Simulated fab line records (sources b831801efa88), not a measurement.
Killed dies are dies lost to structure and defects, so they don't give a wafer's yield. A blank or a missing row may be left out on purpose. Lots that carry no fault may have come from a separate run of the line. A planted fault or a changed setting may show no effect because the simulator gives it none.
Which of the tools did it? :: flow sky130 :: at 1 step of a route of 708, 7 lots with 21 wafers sampled

== WHAT EACH GAUGE READ, for each wafer ==
SKY_VIA4_BOW_MEAS_03.
lot: L499
measured: day 43 09:40
on: film_metro-04
VIA4_BOW (um): 79 87 66

lot: L502
measured: day 44 05:17
on: film_metro-01
VIA4_BOW (um): 71 84 70

lot: L504
measured: day 44 20:37
on: film_metro-04
VIA4_BOW (um): 83 80 78

lot: L508
measured: day 45 22:43
on: film_metro-04
VIA4_BOW (um): 77 87 77

lot: L510
measured: day 46 10:28
on: film_metro-01
VIA4_BOW (um): 63 65 71

lot: L513
measured: day 46 22:22
on: film_metro-04
VIA4_BOW (um): 85 69 68

lot: L516
measured: day 47 19:40
on: film_metro-04
VIA4_BOW (um): 74 80 94

== WHAT TOOL EACH LOT RAN ON (gives the tool, then ch and the chambers of the sampled wafers, and finally the start) ==
There is no process step in the record ahead of these readings.

== THE ANSWER, worked out from the rows above alone ==
Rule: the lots themselves supply what counts as usual. The widest of any qualifying gaps counts: lots, ordered by their means at a reading, are off when they make up no more than a third of the lots, leave a main group of 4 or more, and stand apart from it by 3 or more times the standard deviation of that group's means. A main group whose means are all the same, to the digits that the tables above print for the reading, isn't used. A lot without any number at a reading at which 4 lots or more have one is off too. Any other lot the step has rows for is counted as sound.
No lot is off on any of the readings shown, so nothing can be concluded from this.

== WHAT THE SIMULATOR HAD INSERTED ==
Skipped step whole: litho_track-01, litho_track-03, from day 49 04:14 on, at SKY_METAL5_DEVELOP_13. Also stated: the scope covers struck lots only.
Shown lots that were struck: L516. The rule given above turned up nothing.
